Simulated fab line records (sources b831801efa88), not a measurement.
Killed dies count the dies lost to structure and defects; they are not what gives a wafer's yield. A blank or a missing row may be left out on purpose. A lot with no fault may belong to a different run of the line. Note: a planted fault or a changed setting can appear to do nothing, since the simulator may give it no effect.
The same fault as seen by 2 desks	flow gf180mcu	numbers are kept per desk, each desk with only its own; the story behind them comes last

== DESK OF THE TOOL OWNER: pvd sputter-01 ==
The tool's own readings at GF_M4_SPUTTER_00 (material Ti, target thk 37.5 nm, time 150 s): means of the sampled wafers that have a number, for each lot that ran on this tool. If a lot's mean is further than 4 standard deviations from the usual mean, the lot is out of limits and carries the mark OUT (the distance appears in the brackets).
Columns: A = throttle valve pct at GF_M4_SPUTTER_00, usual 29.8 %
lot	first seen here	A
L666	day 23 15:04	29.4
L672	day 26 18:39	29.5
L673	day 26 23:31	30.1
Result from this desk: across the 3 lots, nothing is out of limits.

== FROM THE METROLOGY DESK ==
Means of the sampled wafers that have a number, per lot and without regard to the tool the lot ran on: this is what the gauges read. If a lot's mean is further than 4 standard deviations from the usual mean, the lot is out of limits and carries the mark OUT (the distance appears in the brackets).
Columns: A = V3_OVL at GF_V3_OVL_MEAS_15, usual 2 nm; B = V3_W_RS at GF_V3_RS_MEAS_24, usual 0.326 ohm/sq; C = V3_W_THK at GF_V3_THK_MEAS_25, usual 358 nm
lot	first seen here	A	B	C
L663	day 22 12:42	7	0.317	367
L666	day 23 13:34	5	0.333	349
L672	day 26 17:16	2	0.325	358
L673	day 26 22:06	-4	0.324	361
L676	day 27 02:29	2	0.334	353
L675	day 27 04:31	4	0.330	351
Result from this desk: across the 6 lots, nothing is out of limits.

== ALL TOGETHER ==
Nothing out of limits was seen by the tool owner's desk.
The metrology desk saw nothing out of limits.

== WHAT THE SIMULATOR HAD INSERTED ==
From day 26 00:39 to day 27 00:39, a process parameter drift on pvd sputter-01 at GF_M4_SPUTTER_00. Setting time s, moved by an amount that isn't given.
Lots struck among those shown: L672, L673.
